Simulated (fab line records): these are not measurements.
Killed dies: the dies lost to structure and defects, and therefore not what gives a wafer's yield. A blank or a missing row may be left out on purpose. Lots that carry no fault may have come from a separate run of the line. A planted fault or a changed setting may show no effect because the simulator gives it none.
Which tool is to blame? | flow sky130 | 14 lots with 42 wafers sampled at 4 steps, on a route of 708 steps

== WHAT THE GAUGES READ, wafer by wafer ==
SKY_LI_CONTACT_BOW_MEAS_03.
lot  | measured     | on            | LI_CONTACT_BOW (um)
L931 | day 27 20:30 | film-metro-01 | 68 50 62
L932 | day 28 02:31 | film-metro-01 | 62 59 56
L933 | day 28 14:13 | film-metro-01 | 57 60 48
L934 | day 29 07:31 | film-metro-01 | 51 62 50
L935 | day 29 15:25 | film-metro-04 | 63 68 50
L936 | day 29 20:55 | film-metro-04 | 73 54 62
L937 | day 30 09:09 | film-metro-01 | 56 49 47
L938 | day 30 14:33 | film-metro-03 | 50 63 50
L939 | day 30 22:49 | film-metro-03 | 49 46 58
L940 | day 31 02:28 | film-metro-01 | 58 58 60
L946 | day 33 01:07 | film-metro-01 | 55 48 47
L949 | day 33 22:44 | film-metro-03 | 51 50 41
L950 | day 34 08:26 | film-metro-03 | 60 58 67
L951 | day 34 13:34 | film-metro-03 | 45 46 55

SKY_CONTACT_CD_MEAS_14: target cd 170 nm.
lot  | measured     | on        | cd-nm (nm)
L931 | day 31 12:49 | cd-sem-02 | 169.5 172.5 172.7
L932 | day 31 17:23 | cd-sem-01 | 169.2 169.4 169.4
L933 | day 32 04:55 | cd-sem-02 | 172.8 171.1 171.7
L934 | day 32 20:50 | cd-sem-02 | 169.2 168.7 170.6
L935 | day 33 03:07 | cd-sem-01 | 169.0 168.0 168.7
L936 | day 33 10:03 | cd-sem-01 | 171.7 171.9 171.2
L937 | day 33 21:34 | cd-sem-01 | 170.7 171.4 171.1
L938 | day 34 02:49 | cd-sem-02 | 170.0 170.1 170.8
L939 | day 34 09:49 | cd-sem-01 | 170.1 169.6 169.2
L940 | day 34 13:50 | cd-sem-01 | 169.9 167.6 168.4
L946 | day 36 10:25 | cd-sem-02 | 171.3 172.5 172.4
L949 | day 37 06:17 | cd-sem-01 | 169.3 169.0 170.3
L950 | day 37 17:20 | cd-sem-01 | 170.2 169.3 170.0
L951 | day 37 22:16 | cd-sem-01 | 169.5 167.5 167.8

== WHICH TOOL RAN EACH LOT (tool, then ch and the chambers of the sampled wafers, then the start) ==
lot  | SKY_GATE_OXIDE_OXIDATION_16   | SKY_CONTACT_CVD_00
L931 | furnace-02 ch 0, day 13 20:20 | pecvd-01 ch 0,2, day 30 08:46
L932 | furnace-01 ch 0, day 13 23:47 | pecvd-03 ch 0,2, day 30 13:26
L933 | furnace-02 ch 0, day 14 09:07 | pecvd-03 ch 0,1,2, day 31 00:56
L934 | furnace-01 ch 0, day 15 02:52 | pecvd-03 ch 0,1, day 31 17:12
L935 | furnace-02 ch 0, day 15 09:58 | pecvd-03 ch 0,2, day 32 00:28
L936 | furnace-01 ch 0, day 15 14:13 | pecvd-02 ch 0,1,2, day 32 06:35
L937 | furnace-01 ch 0, day 16 02:53 | pecvd-02 ch 0,2, day 32 18:33
L938 | furnace-02 ch 0, day 16 11:49 | pecvd-01 ch 0,1,2, day 32 23:47
L939 | furnace-02 ch 0, day 16 17:46 | pecvd-03 ch 0,2, day 33 06:54
L940 | furnace-02 ch 0, day 17 00:02 | pecvd-03 ch 0,1,2, day 33 11:19
L946 | furnace-01 ch 0, day 19 03:22 | pecvd-01 ch 0,2, day 35 07:50
L949 | furnace-02 ch 0, day 20 04:23 | pecvd-01 ch 0,2, day 36 04:17
L950 | furnace-02 ch 0, day 20 16:00 | pecvd-01 ch 0,1,2, day 36 14:35
L951 | furnace-01 ch 0, day 21 00:09 | pecvd-03 ch 1,2, day 36 20:32
- SKY_GATE_OXIDE_OXIDATION_16: stabilise 600 s, purge 300 s, target thk 3.57 nm.
- SKY_CONTACT_CVD_00: deposits Si3N4, target thk 75 nm.

== WHAT THE TOOLS THEMSELVES READ (means of the sampled wafers that have a number; where no wafer has one, the mark that the record gives instead) ==
SKY_GATE_OXIDE_OXIDATION_16.
lot  | tool       | ramp-down-c-per-min
L931 | furnace-02 | 2.9999
L932 | furnace-01 | 2.9997
L933 | furnace-02 | 2.9999
L934 | furnace-01 | 3.0003
L935 | furnace-02 | 3.0003
L936 | furnace-01 | 3.0004
L937 | furnace-01 | 3.0001
L938 | furnace-02 | 2.9998
L939 | furnace-02 | 2.9997
L940 | furnace-02 | 2.9997
L946 | furnace-01 | 3.0004
L949 | furnace-02 | 2.9999
L950 | furnace-02 | 2.9997
L951 | furnace-01 | 3.0001

SKY_CONTACT_CVD_00.
lot  | tool     | heater-power-w (W)
L931 | pecvd-01 | 779
L932 | pecvd-03 | 713
L933 | pecvd-03 | 792
L934 | pecvd-03 | 748
L935 | pecvd-03 | 727
L936 | pecvd-02 | 722
L937 | pecvd-02 | 698
L938 | pecvd-01 | 696
L939 | pecvd-03 | 695
L940 | pecvd-03 | 799
L946 | pecvd-01 | 815
L949 | pecvd-01 | 812
L950 | pecvd-01 | 653
L951 | pecvd-03 | 876

== THE ANSWER, worked out from the rows above alone ==
Rule: usual is defined by the lots themselves. Put in order of their means at a reading, lots are off if they are a third of the lots or fewer, leave a main group of 4 or more, and stand apart from it by a gap of 3 or more times the standard deviation of the main group's means; of several such gaps the widest counts. A main group whose means are all the same, to the digits that the tables above print for the reading, isn't used. Also off: a lot with no number at a reading for which 4 or more lots have one. Any other lot the step has rows for is counted as sound. Order of review: gauges by route order, followed by the tools' own readings, for which a lot's mean as printed above is used. At the first step where some lot is off, the reading lying furthest off is the one used; lots without a number count as furthest.
No lot is off at any reading shown: from this, nothing can be told.

== WHAT WAS PUT IN BY THE SIMULATOR ==
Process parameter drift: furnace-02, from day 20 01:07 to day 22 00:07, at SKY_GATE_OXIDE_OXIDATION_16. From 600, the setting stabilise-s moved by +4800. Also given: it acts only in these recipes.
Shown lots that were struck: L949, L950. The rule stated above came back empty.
